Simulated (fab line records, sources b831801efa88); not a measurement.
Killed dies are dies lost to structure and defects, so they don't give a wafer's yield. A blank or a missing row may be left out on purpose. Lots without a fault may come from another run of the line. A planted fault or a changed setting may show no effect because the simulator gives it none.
Problem report in the 8D (eight disciplines) form, filled by code | flow sky130 | the parts of the form that need people (team, actions taken, sign-off) are left out

1. THE PROBLEM
oes_product_au at SKY_LOCAL_INTERCONNECT_ETCH_13 reads a mean of 0.809 a.u. on 3 wafers of 3 lots; wafers without a fault read 0.855 a.u. with a standard deviation of 0.0049. That is -9.3 standard deviations from the usual mean.
The step: etches BARC in N2/H2, stops on SiO2, time 45.9 s, target depth 60 nm.
First seen on wafer L278.6, day 36 00:23, on rie_metal-01. The record holds 34 wafers of 12 lots with a number at this step. Rule for "out", or "out of limits": more than 4 standard deviations from the usual mean. The other wafers with a number count as sound.

2. WHAT IT IS AND WHAT IT IS NOT
question                    | is                           | is not
which readings at this step | oes_product_au, run_length_s | drypump_motor_current_A, throttle_valve_pct
which lots                  | L278, L280, L283             | L261, L262, L264, L265, L266, L268, L269, L272, L274
which wafers of those lots  | L278.6, L280.3, L283.6       | L278.1, L278.4, L280.4, L283.4
read on which tools         | rie_metal-01                 | rie_metal-02, rie_metal-03
when                        | from day 36 00:23            | up to then (29 sound wafers); but 2 sound wafers of L280, L283 came after

3. SUSPECTS, AND WHAT RULES EACH OUT
Counting: a tool at a process step up to the reading stays a suspect if it ran every lot that is out. Sound lots after the first of them don't rule it out here, since some wafers of a struck lot are sound.
- rie_metal-01 at SKY_LOCAL_INTERCONNECT_ETCH_13 (etches BARC in N2/H2, stops on SiO2, time 45.9 s, target depth 60 nm): kept. It ran every lot that is out, first L278 (day 36 00:23); its last sound lot up to then is L274 (day 34 17:11). Its own readings are out on those wafers: oes_product_au, run_length_s.
Left after counting: rie_metal-01 at SKY_LOCAL_INTERCONNECT_ETCH_13.

4. THE CAUSE (what the simulator had put in)
Process parameter drift: rie_metal-01, from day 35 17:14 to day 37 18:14, at SKY_LOCAL_INTERCONNECT_ETCH_13. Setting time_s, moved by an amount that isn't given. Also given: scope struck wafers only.
Counting left only this tool.

5. THE CHAIN OF EFFECTS, in route order
Each row: a reading whose mean over the struck wafers that have a number lies more than 3 standard deviations from the usual. Only readings for which the record gives a usual standard deviation are gone through. hours: the time from each lot's start at the first step in this table that gives one to its start at this step, as a median over the lots. sigmas: the change in usual standard deviations.
hours | step                           | reading        | usual      | on struck wafers | change | sigmas
0     | SKY_LOCAL_INTERCONNECT_ETCH_13 | oes_product_au | 0.855 a.u. | 0.809            | -0.046 | -9.3
0     | SKY_LOCAL_INTERCONNECT_ETCH_13 | run_length_s   | 74.3 s     | 78.1             | +3.8   | +5.8
The process steps in it:
- SKY_LOCAL_INTERCONNECT_ETCH_13: etches BARC in N2/H2, stops on SiO2, time 45.9 s, target depth 60 nm.
Later measuring or inspecting steps at which every struck wafer that the step has a row for has a number for every such reading, and none has moved that far: SKY_CONTACT_OVL_MEAS_15, SKY_METAL1_CD_MEAS_15.

6. WHAT WOULD HAVE CAUGHT IT SOONER
In this record the first reading out of limits was taken at day 36 00:23, 7 hours after the fault began at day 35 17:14.
